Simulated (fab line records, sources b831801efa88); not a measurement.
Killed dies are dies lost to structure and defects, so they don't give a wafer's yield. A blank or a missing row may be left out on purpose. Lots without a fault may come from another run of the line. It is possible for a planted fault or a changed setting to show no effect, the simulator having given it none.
Which tool did it? / flow sky130 / 8 lots, 24 wafers sampled, at 2 steps of a route of 708

## WHAT THE GAUGES SHOWED, per wafer
SKY_PWDE_TW_MEAS_10.
lot=L112; measured=day 4 00:19; on=film metro-03; PWDE_TW=373.8 374.1 372.9
lot=L113; measured=day 4 05:52; on=film metro-03; PWDE_TW=372.0 374.8 375.4
lot=L123; measured=day 6 22:09; on=film metro-01; PWDE_TW=383.9 382.5 383.5 381.4 380.4 382.5
lot=L125; measured=day 7 01:52; on=film metro-01; PWDE_TW=385.8 386.4 385.9 386.6 386.0 386.7
lot=L126; measured=day 7 08:52; on=film metro-03; PWDE_TW=375.3 373.4 376.4
lot=L127; measured=day 7 15:02; on=film metro-03; PWDE_TW=373.3 375.3 373.5
lot=L132; measured=day 8 18:51; on=film metro-03; PWDE_TW=372.7 372.8 374.6
lot=L135; measured=day 9 13:32; on=film metro-02; PWDE_TW=372.3 371.2 369.4

## WHICH TOOL RAN EACH LOT (tool, then ch and the chambers of the sampled wafers, then the start)
lot=L112; SKY_PWDE_IMPLANT_08=implanter-04 ch 0, day 4 00:05
lot=L113; SKY_PWDE_IMPLANT_08=implanter-02 ch 0, day 4 05:37
lot=L123; SKY_PWDE_IMPLANT_08=implanter-01 ch 0, day 6 21:56
lot=L125; SKY_PWDE_IMPLANT_08=implanter-01 ch 0, day 7 01:38
lot=L126; SKY_PWDE_IMPLANT_08=implanter-04 ch 0, day 7 08:37
lot=L127; SKY_PWDE_IMPLANT_08=implanter-04 ch 0, day 7 14:47
lot=L132; SKY_PWDE_IMPLANT_08=implanter-02 ch 0, day 8 18:38
lot=L135; SKY_PWDE_IMPLANT_08=implanter-02 ch 0, day 9 13:17
- SKY_PWDE_IMPLANT_08

## THE ANSWER, worked out from the rows above alone
Rule: what is usual is taken from the lots themselves. Put in order of their means at a reading, lots are off if they are a third of the lots or fewer, leave a main group of 4 or more, and stand apart from it by a gap of 3 or more times the standard deviation of the main group's means; of several such gaps the widest counts. A main group is skipped when, at the precision printed for the reading in the tables above, its means are all equal. A lot without any number at a reading at which 4 lots or more have one is off too. The other lots that the step has rows for count as sound.
Off: at SKY_PWDE_TW_MEAS_10 (PWDE_TW), L123, L125. Mean 373.5 and standard deviation 1.3 in the main group.
A tool fits if, at a process step before that reading, it ran every lot that is off, and no sound lot after the first of them. Gauges at SKY_PWDE_TW_MEAS_10: tried the same way as those tools. Can't be told from this: 2 tools fit, implanter-01 at SKY_PWDE_IMPLANT_08, film metro-01 at SKY_PWDE_TW_MEAS_10.

## WHAT THE SIMULATOR HAD INSERTED
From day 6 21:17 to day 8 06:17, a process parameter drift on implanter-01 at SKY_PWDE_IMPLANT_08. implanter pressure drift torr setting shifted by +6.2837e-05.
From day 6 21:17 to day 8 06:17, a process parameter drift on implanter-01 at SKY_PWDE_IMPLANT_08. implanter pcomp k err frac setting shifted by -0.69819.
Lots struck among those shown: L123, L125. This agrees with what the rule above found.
